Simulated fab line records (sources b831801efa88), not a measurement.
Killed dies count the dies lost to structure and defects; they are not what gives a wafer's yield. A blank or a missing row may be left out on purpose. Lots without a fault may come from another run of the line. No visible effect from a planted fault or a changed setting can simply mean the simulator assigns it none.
Matching of chambers | flow sky130 | 3 sister chambers for SKY_CONTACT_CVD_00 on pecvd-03
The step deposits Si3N4, target thk 75 nm. 14 wafers are shown with their chamber, then 7 later ones without.

EACH WAFER AND ITS CHAMBER
wafer  | chamber | heaterPowerW (W) | susceptorTempC (C)
L074.1 | 1       | 732              | 399.55
L074.3 | 2       | 654              | 399.97
L074.5 | 0       | 593              | 399.86
L077.2 | 0       | 670              | 400.02
L077.4 | 2       | 662              | 399.81
L077.6 | 0       | 650              | 400.36
L080.2 | 1       | 662              | 400.05
L080.4 | 1       | 651              | 400.06
L080.5 | 2       | 638              | 399.90
L082.1 | 0       | 572              | 399.93
L082.4 | 1       | 711              | 400.24
L082.6 | 0       | 580              | 399.95
L090.1 | 2       | 617              | 400.06
L090.2 | 0       | 656              | 400.32

SIGNATURES, as means of the wafers listed above
reading        | chamber 0 | chamber 1 | chamber 2 | scatter within a chamber
heaterPowerW   | 620.17    | 689.00    | 642.75    | 36.9
susceptorTempC | 400.0733  | 399.9750  | 399.9350  | 0.218
Rule: for each reading, subtract the chamber's mean from the wafer's reading, divide by that reading's scatter and square the result; add these up over the readings and take the root, which gives the wafer's distance from the chamber. The wafer belongs to the nearest chamber; if the next one is less than 2 further off, it can't be placed. The scatter: the root of (the sum of the squares of (reading less its chamber's mean) over the shown wafers, divided by (wafers less chambers)).

WAFERS WITH NO CHAMBER GIVEN
wafer  | heaterPowerW (W) | susceptorTempC (C)
L090.5 | 674              | 400.01
L092.1 | 663              | 400.20
L092.3 | 724              | 400.03
L092.4 | 667              | 399.97
L096.3 | 731              | 399.68
L096.5 | 663              | 400.08
L096.6 | 670              | 399.85

THE CHAMBER EACH PASSED THROUGH
wafer  | from the rows above          | in truth
L090.5 | can't be placed: 1 or 2 or 0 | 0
L092.1 | can't be placed: 1 or 0 or 2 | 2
L092.3 | can't be placed: 1 or 2 or 0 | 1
L092.4 | can't be placed: 1 or 2 or 0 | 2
L096.3 | can't be placed: 1 or 2 or 0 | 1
L096.5 | can't be placed: 1 or 2 or 0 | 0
L096.6 | can't be placed: 1 or 2 or 0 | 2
Correct placement for 0 of the 7. These rows do not allow placing 7 (true chamber among the candidates in 7). Number placed wrongly: 0.
